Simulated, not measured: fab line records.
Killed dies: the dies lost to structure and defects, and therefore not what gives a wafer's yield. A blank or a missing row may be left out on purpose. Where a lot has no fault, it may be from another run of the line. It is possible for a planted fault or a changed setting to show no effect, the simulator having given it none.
Which tool did it? :: flow sky130 :: Sampling: 15 lots, 43 wafers, 2 of 708 route steps

## WHAT THE GAUGES SHOWED, per wafer
Not one reading of a measure or inspect step in the record can be checked against a usual standard deviation.

## TOOL THAT RAN EACH LOT (tool first, then ch and the chambers of the sampled wafers, then the start)
lot: L625
SKY_GATE_OXIDE_SOFTBAKE_06: litho-track-04 ch 0, day 13 19:05
SKY_GATE_OXIDE_STRIP_13: plasma-asher-03 ch 0,1, day 14 10:00

lot: L626
SKY_GATE_OXIDE_SOFTBAKE_06: litho-track-04 ch 0, day 14 04:20
SKY_GATE_OXIDE_STRIP_13: plasma-asher-01 ch 0,1, day 14 19:04

lot: L627
SKY_GATE_OXIDE_SOFTBAKE_06: litho-track-03 ch 0, day 14 07:43
SKY_GATE_OXIDE_STRIP_13: plasma-asher-03 ch 0,1, day 14 22:12

lot: L628
SKY_GATE_OXIDE_SOFTBAKE_06: litho-track-04 ch 0, day 14 17:41
SKY_GATE_OXIDE_STRIP_13: plasma-asher-03 ch 0,1, day 15 08:20

lot: L629
SKY_GATE_OXIDE_SOFTBAKE_06: litho-track-04 ch 0, day 15 00:41
SKY_GATE_OXIDE_STRIP_13: plasma-asher-02 ch 0,1, day 15 16:09

lot: L630
SKY_GATE_OXIDE_SOFTBAKE_06: litho-track-04 ch 0, day 15 13:16
SKY_GATE_OXIDE_STRIP_13: plasma-asher-02 ch 0,1, day 16 04:12

lot: L632
SKY_GATE_OXIDE_SOFTBAKE_06: litho-track-03 ch 0, day 16 04:25
SKY_GATE_OXIDE_STRIP_13: plasma-asher-02 ch 0,1, day 16 20:26

lot: L633
SKY_GATE_OXIDE_SOFTBAKE_06: litho-track-03 ch 0, day 16 19:07
SKY_GATE_OXIDE_STRIP_13: plasma-asher-03 ch 0,1, day 17 10:50

lot: L636
SKY_GATE_OXIDE_SOFTBAKE_06: litho-track-03 ch 0, day 18 02:16
SKY_GATE_OXIDE_STRIP_13: plasma-asher-02 ch 0,1, day 18 16:54

lot: L638
SKY_GATE_OXIDE_SOFTBAKE_06: litho-track-03 ch 0, day 18 19:13
SKY_GATE_OXIDE_STRIP_13: plasma-asher-01 ch 0, day 19 10:18

lot: L639
SKY_GATE_OXIDE_SOFTBAKE_06: litho-track-03 ch 0, day 19 07:47
SKY_GATE_OXIDE_STRIP_13: plasma-asher-02 ch 0,1, day 20 00:00

lot: L641
SKY_GATE_OXIDE_SOFTBAKE_06: litho-track-02 ch 0, day 19 20:47
SKY_GATE_OXIDE_STRIP_13: plasma-asher-03 ch 0,1, day 20 13:17

lot: L643
SKY_GATE_OXIDE_SOFTBAKE_06: litho-track-02 ch 0, day 20 06:03
SKY_GATE_OXIDE_STRIP_13: plasma-asher-02 ch 0, day 20 22:56

lot: L644
SKY_GATE_OXIDE_SOFTBAKE_06: litho-track-04 ch 0, day 20 19:47
SKY_GATE_OXIDE_STRIP_13: plasma-asher-01 ch 0,1, day 21 11:50

lot: L648
SKY_GATE_OXIDE_SOFTBAKE_06: litho-track-02 ch 0, day 21 17:32
SKY_GATE_OXIDE_STRIP_13: plasma-asher-03 ch 0,1, day 22 09:10
- SKY_GATE_OXIDE_SOFTBAKE_06: time 60 s.
- SKY_GATE_OXIDE_STRIP_13: strips in O2/N2.

## WHAT THE TOOLS THEMSELVES READ (means of the sampled wafers that have a number; where no wafer has one, the mark that the record gives instead)
SKY_GATE_OXIDE_SOFTBAKE_06. Usual: heater-power-total-W 56.60 W, standard deviation 0.046; resist-line-temp-C 23.00 C, standard deviation 0.11; run-length-s 89.17 s, standard deviation 0.13.
lot: L625
tool: litho-track-04
heater-power-total-W (W): 56.64
resist-line-temp-C (C): 22.94
run-length-s (s): 89.28
flag: 

lot: L626
tool: litho-track-04
heater-power-total-W (W): 56.60
resist-line-temp-C (C): 23.14
run-length-s (s): 89.35
flag: 

lot: L627
tool: litho-track-03
heater-power-total-W (W): 56.59
resist-line-temp-C (C): 22.91
run-length-s (s): 89.04
flag: 

lot: L628
tool: litho-track-04
heater-power-total-W (W): 56.57
resist-line-temp-C (C): 22.99
run-length-s (s): 89.34
flag: 

lot: L629
tool: litho-track-04
heater-power-total-W (W): 56.62
resist-line-temp-C (C): 23.02
run-length-s (s): 89.23
flag: 

lot: L630
tool: litho-track-04
heater-power-total-W (W): 56.60
resist-line-temp-C (C): 22.88
run-length-s (s): 89.26
flag: 

lot: L632
tool: litho-track-03
heater-power-total-W (W): 56.62
resist-line-temp-C (C): 23.08
run-length-s (s): 89.02
flag: 

lot: L633
tool: litho-track-03
heater-power-total-W (W): 56.62
resist-line-temp-C (C): 22.79
run-length-s (s): 89.17
flag: 

lot: L636
tool: litho-track-03
heater-power-total-W (W): 71.94
resist-line-temp-C (C): 22.99
run-length-s (s): 57.31
flag: OFF

lot: L638
tool: litho-track-03
heater-power-total-W (W): 64.31
resist-line-temp-C (C): 23.05
run-length-s (s): 73.23
flag: OFF

lot: L639
tool: litho-track-03
heater-power-total-W (W): 66.84
resist-line-temp-C (C): 23.10
run-length-s (s): 67.96
flag: OFF

lot: L641
tool: litho-track-02
heater-power-total-W (W): 56.57
resist-line-temp-C (C): 22.98
run-length-s (s): 89.23
flag: 

lot: L643
tool: litho-track-02
heater-power-total-W (W): 56.53
resist-line-temp-C (C): 23.02
run-length-s (s): 89.25
flag: 

lot: L644
tool: litho-track-04
heater-power-total-W (W): 56.58
resist-line-temp-C (C): 22.93
run-length-s (s): 89.21
flag: 

lot: L648
tool: litho-track-02
heater-power-total-W (W): 56.58
resist-line-temp-C (C): 22.97
run-length-s (s): 89.23
flag: 

SKY_GATE_OXIDE_STRIP_13. Usual: drypump-motor-current-A 5.7 A, standard deviation 0.56; oes-product-au 0.715 a.u., standard deviation 0.0047; strip-time-to-endpoint-s 14.18 s, standard deviation 0.038.
lot: L625
tool: plasma-asher-03
drypump-motor-current-A (A): 5.8
oes-product-au (a.u.): 0.715
strip-time-to-endpoint-s (s): 14.15
flag: 

lot: L626
tool: plasma-asher-01
drypump-motor-current-A (A): 5.7
oes-product-au (a.u.): 0.714
strip-time-to-endpoint-s (s): 14.12
flag: 

lot: L627
tool: plasma-asher-03
drypump-motor-current-A (A): 5.8
oes-product-au (a.u.): 0.716
strip-time-to-endpoint-s (s): 14.15
flag: 

lot: L628
tool: plasma-asher-03
drypump-motor-current-A (A): 6.1
oes-product-au (a.u.): 0.713
strip-time-to-endpoint-s (s): 14.13
flag: 

lot: L629
tool: plasma-asher-02
drypump-motor-current-A (A): 5.7
oes-product-au (a.u.): 0.715
strip-time-to-endpoint-s (s): 14.18
flag: 

lot: L630
tool: plasma-asher-02
drypump-motor-current-A (A): 5.7
oes-product-au (a.u.): 0.713
strip-time-to-endpoint-s (s): 14.17
flag: 

lot: L632
tool: plasma-asher-02
drypump-motor-current-A (A): 5.2
oes-product-au (a.u.): 0.716
strip-time-to-endpoint-s (s): 14.14
flag: 

lot: L633
tool: plasma-asher-03
drypump-motor-current-A (A): 6.0
oes-product-au (a.u.): 0.714
strip-time-to-endpoint-s (s): 14.16
flag: 

lot: L636
tool: plasma-asher-02
drypump-motor-current-A (A): 5.5
oes-product-au (a.u.): 0.715
strip-time-to-endpoint-s (s): 14.43
flag: OFF

lot: L638
tool: plasma-asher-01
drypump-motor-current-A (A): 5.3
oes-product-au (a.u.): 0.714
strip-time-to-endpoint-s (s): 14.30
flag: OFF

lot: L639
tool: plasma-asher-02
drypump-motor-current-A (A): 5.7
oes-product-au (a.u.): 0.718
strip-time-to-endpoint-s (s): 14.36
flag: OFF

lot: L641
tool: plasma-asher-03
drypump-motor-current-A (A): 5.8
oes-product-au (a.u.): 0.710
strip-time-to-endpoint-s (s): 14.17
flag: 

lot: L643
tool: plasma-asher-02
drypump-motor-current-A (A): 6.2
oes-product-au (a.u.): 0.716
strip-time-to-endpoint-s (s): 14.16
flag: 

lot: L644
tool: plasma-asher-01
drypump-motor-current-A (A): 5.9
oes-product-au (a.u.): 0.713
strip-time-to-endpoint-s (s): 14.22
flag: 

lot: L648
tool: plasma-asher-03
drypump-motor-current-A (A): 5.8
oes-product-au (a.u.): 0.718
strip-time-to-endpoint-s (s): 14.15
flag: 

## THE ANSWER, worked out from the rows above alone
Rule: a lot is off if the mean of its wafers that have a number lies more than 3 standard deviations from the usual mean. Also off: a lot with no number at a reading for which 4 or more lots have one. Where the step has rows for the other lots, those lots are counted as sound. The gauges are gone through in route order, then the tools' own readings, and for those a lot's mean is taken as printed above. The first step at which some lot is off is used, and at that step the reading that is off furthest; a lot without a number counts as furthest.
Off: L636, L638, L639 (SKY_GATE_OXIDE_SOFTBAKE_06, heater-power-total-W).
A tool fits if, at that step or a process step before it, it ran every lot that is off, and no sound lot after the first of them. One candidate fits, namely litho-track-03 at SKY_GATE_OXIDE_SOFTBAKE_06. Its last sound lot is L633 (day 16 19:07), its first lot that is off L636 (day 18 02:16): a fault that began between those two fits.
The tool's own readings at SKY_GATE_OXIDE_SOFTBAKE_06 bear it out: on the lots that are off they differ by more than 5 times the standard deviation of the sound lots' means. heater-power-total-W reads 67.70 W there against 56.59 W on the sound lots; run-length-s reads 66.17 s there against 89.22 s on the sound lots.

## WHAT WAS PUT IN BY THE SIMULATOR
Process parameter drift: litho-track-03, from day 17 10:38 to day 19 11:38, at SKY_GATE_OXIDE_SOFTBAKE_06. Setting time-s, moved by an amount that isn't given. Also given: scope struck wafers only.
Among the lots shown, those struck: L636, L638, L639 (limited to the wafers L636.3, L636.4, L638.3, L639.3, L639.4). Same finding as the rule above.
